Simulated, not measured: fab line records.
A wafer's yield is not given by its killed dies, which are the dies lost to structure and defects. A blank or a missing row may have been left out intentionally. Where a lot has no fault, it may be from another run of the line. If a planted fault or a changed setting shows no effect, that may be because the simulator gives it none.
Which of the tools did it? | flow gf180mcu | 39 wafers from 13 lots sampled at 3 of the route's 602 steps

## WHAT EACH GAUGE READ, for each wafer
GF_V5_BOW_MEAS_05. Usual: V5_BOW typically reads 133 um, with standard deviation 8.9.
lot  | measured     | on            | V5_BOW (um) | flag
L447 | day 26 10:29 | film_metro-02 | 126 130 127 |
L448 | day 26 14:58 | film_metro-04 | 140 139 148 |
L449 | day 27 01:56 | film_metro-04 | 121 129 134 |
L451 | day 27 17:45 | film_metro-02 | 140 145 131 |
L452 | day 28 01:01 | film_metro-02 | 145 123 131 |
L456 | day 29 14:57 | film_metro-04 | 118 118 119 |
L458 | day 29 22:29 | film_metro-04 | 127 144 132 |
L459 | day 30 06:34 | film_metro-02 | 132 139 140 |
L460 | day 30 06:54 | film_metro-02 | 137 136 128 |
L466 | day 31 21:38 | film_metro-02 | 141 134 129 |
L467 | day 32 02:36 | film_metro-04 | 134 133 126 |
L468 | day 32 07:44 | film_metro-04 | 131 128 125 |
L469 | day 32 12:53 | film_metro-02 | 139 139 132 |

## WHAT TOOL EACH LOT RAN ON (gives the tool, then ch and the chambers of the sampled wafers, and finally the start)
lot  | GF_SAB_STRIP_13                      | GF_M5_ETCH_09
L447 | plasma_asher-04 ch 0,1, day 15 04:41 | rie_diel-01 ch 0,3, day 26 09:13
L448 | plasma_asher-02 ch 0,1, day 15 09:56 | rie_diel-02 ch 1,2,3, day 26 13:42
L449 | plasma_asher-04 ch 0,1, day 15 23:09 | rie_diel-01 ch 0,1, day 27 00:36
L451 | plasma_asher-02 ch 0,1, day 16 15:38 | rie_diel-02 ch 1,3, day 27 16:28
L452 | plasma_asher-04 ch 0,1, day 17 00:19 | rie_diel-04 ch 0,1, day 27 23:43
L456 | plasma_asher-02 ch 0,1, day 18 21:22 | rie_diel-02 ch 0,1,2, day 29 13:43
L458 | plasma_asher-04 ch 1, day 19 04:31   | rie_diel-01 ch 1,3, day 29 21:09
L459 | plasma_asher-04 ch 0,1, day 19 14:08 | rie_diel-04 ch 0,2,3, day 30 05:16
L460 | plasma_asher-02 ch 0,1, day 19 18:20 | rie_diel-01 ch 0,1,3, day 30 05:37
L466 | plasma_asher-02 ch 0, day 21 22:43   | rie_diel-02 ch 0,1,3, day 31 20:22
L467 | plasma_asher-01 ch 0,1, day 22 04:23 | rie_diel-02 ch 0,1,2, day 32 01:08
L468 | plasma_asher-01 ch 0,1, day 22 09:08 | rie_diel-02 ch 0,1,3, day 32 06:28
L469 | plasma_asher-04 ch 0,1, day 22 17:41 | rie_diel-04 ch 1,2, day 32 11:36
- GF_SAB_STRIP_13: strips in O2/N2.
- GF_M5_ETCH_09: etches Si3N4 in CF4/O2, target depth 52 nm, time 11.6 s.

## WHAT THE TOOLS THEMSELVES READ (means of the sampled wafers that have a number; where no wafer has one, the mark that the record gives instead)
GF_SAB_STRIP_13. Usual: drypump_motor_current_A 5.8 A, standard deviation 0.43; heater_power_w 326 W, standard deviation 20; oes_product_au 0.709 a.u., standard deviation 0.0049; strip_time_to_endpoint_s 12.61 s, standard deviation 0.039.
lot  | tool            | drypump_motor_current_A (A) | heater_power_w (W) | oes_product_au (a.u.) | strip_time_to_endpoint_s (s) | flag
L447 | plasma_asher-04 | 5.5                         | 318                | 0.712                 | 12.60                        |
L448 | plasma_asher-02 | 6.1                         | 338                | 0.709                 | 12.57                        |
L449 | plasma_asher-04 | 5.5                         | 319                | 0.708                 | 12.66                        |
L451 | plasma_asher-02 | 6.1                         | 337                | 0.709                 | 12.59                        |
L452 | plasma_asher-04 | 5.5                         | 317                | 0.710                 | 12.61                        |
L456 | plasma_asher-02 | 6.1                         | 340                | 0.707                 | 12.61                        |
L458 | plasma_asher-04 | 6.2                         | 343                | 0.711                 | 12.55                        |
L459 | plasma_asher-04 | 5.9                         | 331                | 0.711                 | 12.60                        |
L460 | plasma_asher-02 | 6.1                         | 342                | 0.708                 | 12.63                        |
L466 | plasma_asher-02 | 6.1                         | 331                | 0.710                 | 12.64                        |
L467 | plasma_asher-01 | 6.0                         | 294                | 0.706                 | 12.62                        |
L468 | plasma_asher-01 | 5.8                         | 312                | 0.707                 | 12.61                        |
L469 | plasma_asher-04 | 5.9                         | 333                | 0.709                 | 12.64                        |

GF_M5_ETCH_09. Usual: drypump_motor_current_A 5.8 A, standard deviation 0.49; oes_product_au 1.001 a.u., standard deviation 0.013; throttle_valve_pct 5.970 %, standard deviation 0.01.
lot  | tool        | drypump_motor_current_A (A) | oes_product_au (a.u.) | throttle_valve_pct (%) | flag
L447 | rie_diel-01 | 5.4                         | 1.004                 | 5.979                  |
L448 | rie_diel-02 | 5.9                         | 1.006                 | 5.972                  |
L449 | rie_diel-01 | 5.6                         | 1.006                 | 5.967                  |
L451 | rie_diel-02 | 5.9                         | 1.016                 | 5.961                  |
L452 | rie_diel-04 | 5.2                         | 0.998                 | 5.972                  |
L456 | rie_diel-02 | 6.1                         | 0.991                 | 5.970                  |
L458 | rie_diel-01 | 5.7                         | 0.998                 | 5.964                  |
L459 | rie_diel-04 | 5.5                         | 1.000                 | 5.959                  |
L460 | rie_diel-01 | 5.6                         | 1.008                 | 5.974                  |
L466 | rie_diel-02 | 5.9                         | 1.001                 | 5.974                  |
L467 | rie_diel-02 | 6.1                         | 0.999                 | 5.954                  |
L468 | rie_diel-02 | 5.9                         | 1.012                 | 5.983                  |
L469 | rie_diel-04 | 6.1                         | 0.993                 | 5.975                  |

## THE ANSWER, worked out from the rows above alone
Rule: take the mean of a lot's wafers that have a number; if it is more than 3 standard deviations from the usual mean, the lot is off. Also off: a lot with no number at a reading for which 4 or more lots have one. All remaining lots with rows at the step are treated as sound. First the gauges in route order, then the tools' own readings, where a lot's mean is used as printed above. At the first step where some lot is off, the reading lying furthest off is the one used; lots without a number count as furthest.
None of the lots is off at any reading shown; this tells nothing.

## WHAT WAS PUT IN BY THE SIMULATOR
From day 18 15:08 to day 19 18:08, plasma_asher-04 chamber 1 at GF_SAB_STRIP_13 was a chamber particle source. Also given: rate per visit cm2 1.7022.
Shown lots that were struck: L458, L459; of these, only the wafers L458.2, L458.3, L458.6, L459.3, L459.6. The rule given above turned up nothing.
